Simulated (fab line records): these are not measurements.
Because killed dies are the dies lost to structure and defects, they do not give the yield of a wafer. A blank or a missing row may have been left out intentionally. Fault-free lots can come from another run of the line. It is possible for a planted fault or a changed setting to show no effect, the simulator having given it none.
What tool caused it? -- flow gf180mcu -- 12 lots with 36 wafers sampled at 3 steps, on a route of 602 steps

## WHAT EACH GAUGE READ, for each wafer
GF_V5_THK_MEAS_03. Usual: for V5_CVD_02_THK the level is 1451 nm and the standard deviation is 25.
lot,measured,on,V5_CVD_02_THK (nm),flag
L341,day 26 12:26,film-metro-04,1460 1477 1496,
L342,day 26 19:34,film-metro-02,1401 1439 1440,
L343,day 27 08:20,film-metro-02,1439 1442 1456,
L345,day 27 18:56,film-metro-04,1417 1432 1473,
L347,day 28 15:41,film-metro-01,1412 1461 1435,
L348,day 28 20:32,film-metro-02,1411 1454 1462,
L349,day 28 22:51,film-metro-04,1421 1503 1453,
L352,day 29 22:06,film-metro-02,1472 1469 1443,
L353,day 30 02:04,film-metro-02,1419 1396 1464,
L354,day 30 08:11,film-metro-04,1449 1430 1448,
L357,day 31 07:17,film-metro-01,1439 1448 1473,
L364,day 33 00:57,film-metro-02,1474 1490 1461,

## WHAT TOOL EACH LOT RAN ON (gives the tool, then ch and the chambers of the sampled wafers, and finally the start)
lot,GF_V4_CMP_26,GF_MIM_SPUTTER_02
L341,"cmp-01 ch 1,2, day 24 14:58","pvd-sputter-03, day 24 15:20"
L342,"cmp-02 ch 1,2,3, day 24 23:48","pvd-sputter-04, day 25 00:14"
L343,"cmp-02 ch 2,3, day 25 12:21","pvd-sputter-04, day 25 12:44"
L345,"cmp-02 ch 1,3, day 26 00:12","pvd-sputter-03, day 26 00:35"
L347,"cmp-01 ch 2,3, day 26 22:34","pvd-sputter-01, day 26 22:57"
L348,"cmp-02 ch 0,1,3, day 27 03:46","pvd-sputter-03, day 27 04:11"
L349,"cmp-01 ch 1,2,3, day 27 05:13","pvd-sputter-03, day 27 05:39"
L352,"cmp-01 ch 0,1,3, day 28 06:52","pvd-sputter-01, day 28 07:08"
L353,"cmp-01 ch 1,3, day 28 09:57","pvd-sputter-01, day 28 10:20"
L354,"cmp-02 ch 0,1,3, day 28 16:29","pvd-sputter-04, day 28 16:46"
L357,"cmp-02 ch 1,2,3, day 29 16:43","pvd-sputter-01, day 29 17:05"
L364,"cmp-01 ch 2,3, day 31 12:49","pvd-sputter-03, day 31 13:12"
- GF_V4_CMP_26: polishes, stops on SiO2, t overpolish 15 s, target thk 0 nm.
- GF_MIM_SPUTTER_02: material AlCu, target thk 450 nm, time 23.9 s.

## AS READ BY THE TOOLS THEMSELVES (means over the sampled wafers that have a number; for cases with no such wafer, the mark the record gives instead)
GF_V4_CMP_26. Usual: motor-current-A 11.2 A, standard deviation 1.3; overpolish-run-s 15.000 s, standard deviation 0.01; time-to-endpoint-s 85 s, standard deviation 4.2.
lot,tool,motor-current-A (A),overpolish-run-s (s),time-to-endpoint-s (s),flag
L341,cmp-01,11.8,15.007,89,
L342,cmp-02,11.4,15.001,79,
L343,cmp-02,10.1,15.003,79,
L345,cmp-02,12.7,14.986,85,
L347,cmp-01,11.8,15.000,90,
L348,cmp-02,11.3,14.994,82,
L349,cmp-01,11.5,14.995,89,
L352,cmp-01,10.9,14.996,89,
L353,cmp-01,11.1,15.000,86,
L354,cmp-02,11.5,15.000,86,
L357,cmp-02,11.1,15.008,83,
L364,cmp-01,12.0,14.995,86,

GF_MIM_SPUTTER_02. Usual: chamber-pressure-pa 0.4001 Pa, standard deviation 0.00084; throttle-valve-pct 29.8 %, standard deviation 0.49.
lot,tool,chamber-pressure-pa (Pa),throttle-valve-pct (%),flag
L341,pvd-sputter-03,0.4004,29.6,
L342,pvd-sputter-04,0.4001,29.7,
L343,pvd-sputter-04,0.3991,29.5,
L345,pvd-sputter-03,0.4001,29.4,
L347,pvd-sputter-01,0.4006,29.8,
L348,pvd-sputter-03,0.4007,29.8,
L349,pvd-sputter-03,0.3993,29.8,
L352,pvd-sputter-01,0.3995,29.8,
L353,pvd-sputter-01,0.4001,29.6,
L354,pvd-sputter-04,0.3995,29.8,
L357,pvd-sputter-01,0.3996,30.2,
L364,pvd-sputter-03,0.4005,29.7,

## THE ANSWER, worked out from the rows above alone
Rule: take the mean of a lot's wafers that have a number; if it is more than 3 standard deviations from the usual mean, the lot is off. Also off: a lot with no number at a reading for which 4 or more lots have one. The other lots that the step has rows for count as sound. Order of review: gauges by route order, followed by the tools' own readings, for which a lot's mean as printed above is used. The first step at which some lot is off is used, and at that step the reading that is off furthest; a lot without a number counts as furthest.
Nothing can be told from this: no lot is off at any reading shown.

## WHAT WAS PUT IN BY THE SIMULATOR
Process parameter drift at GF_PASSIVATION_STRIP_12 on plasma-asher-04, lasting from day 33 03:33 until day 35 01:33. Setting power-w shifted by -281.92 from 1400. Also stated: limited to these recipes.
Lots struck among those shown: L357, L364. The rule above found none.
